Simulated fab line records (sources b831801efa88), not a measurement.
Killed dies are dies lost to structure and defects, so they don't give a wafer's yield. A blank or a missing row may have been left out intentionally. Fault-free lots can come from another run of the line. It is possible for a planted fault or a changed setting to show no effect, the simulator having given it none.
Struck lot and sound lot, side by side | flow sky130 | 15 steps out of a route of 708
Sound: the wafers L481.1, L481.2, L481.3. Struck: wafer L493.1 (left out: L493.5, a lot-mate that was not struck); the cause follows at the end.
Per side, at each step with rows, come the tool, then ch with its chambers, and then its first start. Under that, the readings that differ: sound wafers | struck wafers | difference of the means | sigmas: that difference in standard deviations of wafers without a fault.
alike: readings whose means differ by less than 2 such deviations, and words and numbers that are the same on both sides. not compared: withheld readings, readings that some wafer has no value for, bounds like >300 that may hide the same value, and numbers for which the record gives no deviation and whose values overlap.
A row with sigmas, a row that says differs or no value, or rows on one side alone: a step with any of these is where the two part. Non-overlapping numbers with no deviation appear without sigmas and do not part them. A reading that every wafer of one side lacks parts them only if that side has two wafers or more.

SKY_METAL4_METAL_ETCH_18: etches the open film in Cl2/BCl3, stops on SiO2, target depth 845 nm, time 183.1 s.
  sound on rie metal-03 ch 0,1, day 42 19:19; struck on rie metal-02 ch 0, day 46 00:41
  alike: drypump motor current A, oes product au, rf fwd power W, throttle valve pct
  not compared: rf hours counter h
SKY_METAL4_STRIP_19: strips in O2/N2.
  sound on plasma asher-01 ch 0,1, day 42 19:29; struck on plasma asher-02 ch 1, day 46 00:52
  alike: drypump motor current A, oes product au, strip time to endpoint s
  not compared: rf hours counter h
then, 4 steps without rows for these wafers: SKY_METAL4_STRIP_20 (strips in post etch residue remover, time 1200 s); SKY_METAL4_CLEAN_21 (cleans in IPA, time 180 s); SKY_METAL4_CLEAN_22 (cleans in O3/DIW); SKY_VIA4_HDPCVD_00 (deposits SiO2, target thk 1750 nm, time 291.7 s).
SKY_VIA4_THK_MEAS_01:
  struck on film metro-04, day 46 01:38; sound on film metro-01, day 42 20:17
  alike: VIA4_HDPCVD_THK
SKY_VIA4_CMP_02: polishes SiO2.
  sound on cmp-02 ch 0,1,2, day 42 20:21; struck on cmp-01 ch 1, day 46 03:07
  reading                    | sound             | struck | difference | sigmas
  slurry filter dp kPa (kPa) | 13.52 13.61 13.62 | 13.30  | -0.28      | -2
  alike: motor current A, retaining ring pressure frac
SKY_VIA4_BOW_MEAS_03:
  struck on film metro-03, day 46 03:16; sound on film metro-04, day 42 20:41
  alike: VIA4_BOW
then, 3 steps without rows for these wafers: SKY_VIA4_DEHYDRATE_04 (time 60 s); SKY_VIA4_HMDS_05 (prime time 60 s); SKY_VIA4_COAT_06 (resist thk 1140 nm).
SKY_VIA4_SOFTBAKE_07: time 60 s.
  sound on litho track-04 ch 0, day 43 07:40; struck on litho track-04 ch 0, day 46 14:04
  reading                  | sound             | struck | difference | sigmas
  heater power total W (W) | 56.55 56.64 56.61 | 61.26  | +4.66      | +99 or more
  run length s (s)         | 89.35 89.00 89.06 | 76.24  | -12.90     | -92
then, 1 step without rows for these wafers: SKY_VIA4_EXPOSE_08 (exposes mask VIM4, target cd 800 nm).
-- the record jumps here: 3 days lie between the struck wafers' starts before and after (it left off in module VIA4 and takes up again in module PAD_OPEN, whose first step shown is number 708 of the route) --
SKY_PAD_OPEN_PROBE_99:
  struck on prober-01, day 49 12:38; sound on prober-01, day 46 16:14
  reading         | sound | struck | difference | sigmas
  killed at other | 0 0 1 | 2      | +2         | +3
  alike: defect limited yield, killed_at_M0_to_M3, killed_at_M4_up, killed at contacts, killed at front end, killed dies, killed on rim, killed open, killed short, sort_bin_3_pad_short, sort_bin_5_function, sort_bin_6_memory, sort n pass, sort yield pct

== WHERE THEY PART ==
Earliest at SKY_VIA4_CMP_02; latest, in this record, at SKY_PAD_OPEN_PROBE_99.

WHY: what had been put in by the simulator
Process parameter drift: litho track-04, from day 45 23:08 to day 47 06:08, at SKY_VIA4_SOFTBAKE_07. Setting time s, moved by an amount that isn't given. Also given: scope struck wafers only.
